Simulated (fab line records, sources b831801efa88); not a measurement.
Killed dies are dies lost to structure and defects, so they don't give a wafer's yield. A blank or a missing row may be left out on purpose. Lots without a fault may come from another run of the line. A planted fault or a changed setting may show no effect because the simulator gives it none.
Split-lot experiment | flow sky130 | 5 lots, 23 wafers read, on a route of 708 steps

THE SPLIT
At SKY_VT_ADJUST_LVTN_SOFTBAKE_03, the setting temp_c was moved away from the recipe's 110 C on 7 of the 23 wafers read, by -3.1% to -1.5%. The other wafers ran this setting at the recipe's value.

FROM THE SPLIT TO THE READING: what the file shows between them, 2 steps
- SKY_VT_ADJUST_LVTN_EXPOSE_04: exposes mask NWM COMPLEMENT LESS NATIVE, target cd 840 nm
- SKY_VT_ADJUST_LVTN_PEB_05

THE READING
coat_of_VT_ADJUST_LVTN_COAT_02.thk_nm (the simulator's own value, which no gauge read), in nm, at SKY_VT_ADJUST_LVTN_DEVELOP_06 (develop time 60 s). The file gives no usual value for it. The 16 wafers here that ran the recipe average 2991 nm, standard deviation 7.2 nm.

wafer  | tool, chamber at the split | temp_c as run, C | against the recipe | coat_of_VT_ADJUST_LVTN_COAT_02.thk_nm, nm | against lot-mates on the recipe
L074.1 | litho_track-03, 0          | 110              | recipe             | 2990                                      | -
L074.5 | litho_track-03, 0          | 110              | recipe             | 2990                                      | -
L074.2 | litho_track-03, 0          | 110              | recipe             | 2991                                      | -
L074.3 | litho_track-03, 0          | 110              | recipe             | 2980                                      | -
L074.6 | litho_track-03, 0          | 110              | recipe             | 2985                                      | -
L075.1 | litho_track-03, 0          | 110              | recipe             | 2996                                      | -
L075.3 | litho_track-03, 0          | 108.3            | -1.5%              | 3010                                      | +17
L075.4 | litho_track-03, 0          | 110              | recipe             | 2985                                      | -
L075.5 | litho_track-03, 0          | 108.3            | -1.5%              | 3013                                      | +20
L075.6 | litho_track-03, 0          | 110              | recipe             | 2997                                      | -
L076.1 | litho_track-03, 0          | 110              | recipe             | 2997                                      | -
L076.2 | litho_track-03, 0          | 110              | recipe             | 2999                                      | -
L076.5 | litho_track-03, 0          | 110              | recipe             | 2999                                      | -
L083.1 | litho_track-03, 0          | 110              | recipe             | 2990                                      | -
L083.2 | litho_track-03, 0          | 107.7            | -2.1%              | 3013                                      | +20
L083.3 | litho_track-03, 0          | 107.7            | -2.1%              | 3014                                      | +21
L083.4 | litho_track-03, 0          | 110              | recipe             | 2996                                      | -
L083.5 | litho_track-03, 0          | 110              | recipe             | 2994                                      | -
L085.1 | litho_track-04, 0          | 110              | recipe             | 2988                                      | -
L085.2 | litho_track-04, 0          | 110              | recipe             | 2972                                      | -
L085.3 | litho_track-04, 0          | 106.6            | -3.1%              | 3008                                      | +28
L085.4 | litho_track-04, 0          | 106.6            | -3.1%              | 3006                                      | +26
L085.6 | litho_track-04, 0          | 106.6            | -3.1%              | 3017                                      | +37

THE FIT
A straight line over all 23 wafers: coat_of_VT_ADJUST_LVTN_COAT_02.thk_nm changes by -7.87 nm for each +1% of temp_c; r = -0.78; the points scatter about the line by 7.5 nm.
The same after taking each lot's own level away (the mean of its wafers on the recipe; 23 wafers): -9.98 nm for each +1%; r = -0.94; scatter 4.5 nm.
On that fit, the largest move of temp_c shifts the reading by 31 nm.
The lots' own levels span 2980.0 to 2998.3 nm, that is 2.6 times the standard deviation above.
So the lot-to-lot level blurs the effect unless lot-mates are compared.
Check: with one of the wafers moved furthest among these (-3.1%) left out of the fit, the line predicts +31.9 nm for it against its lot-mates. It came out at +28 nm against them.

OTHER SPLITS ON THESE WAFERS
These wafers also went through other splits before the reading. Each is held against what the fit with the lots' levels taken away leaves over:
other split on the same wafers      | wafers away from the commonest value | r with coat_of_VT_ADJUST_LVTN_COAT_02.thk_nm (lot level and that fit taken away)
SKY_FIELD_ISO_CVD_03 time_s         | 18                                   | -0.08
SKY_FIELD_ISO_ETCH_14 ion_energy_ev | 11                                   | -0.12
SKY_DNWELL_COAT_02 resist_thk_nm    | 10                                   | +0.45
SKY_DNWELL_EXPOSE_04 dose_mj        | 10                                   | -0.09
SKY_PWDE_IMPLANT_08 dose_cm2        | 5                                    | +0.02
SKY_NWELL_IMPLANT_24 dose_cm2       | 5                                    | -0.07

THE WHOLE CHAIN: every reading that the file lists as answering this split, in the file's order
step                          | what it does      | reading                                                                                | change (the file's fit)              | r (the file's)
SKY_VT_ADJUST_LVTN_DEVELOP_06 | develop time 60 s | coat_of_VT_ADJUST_LVTN_COAT_02.thk_nm (the simulator's own value, which no gauge read) | -10.2 nm for each +1% of the setting | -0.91
SKY_VT_ADJUST_LVTN_STRIP_09   | strips in O2/N2   | strip_time_to_endpoint_s                                                               | withheld for each +1% of the setting | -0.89

THE FILE'S OWN FIT
coat_of_VT_ADJUST_LVTN_COAT_02.thk_nm changes by -10.2 nm for each +1% of temp_c, r = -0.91.
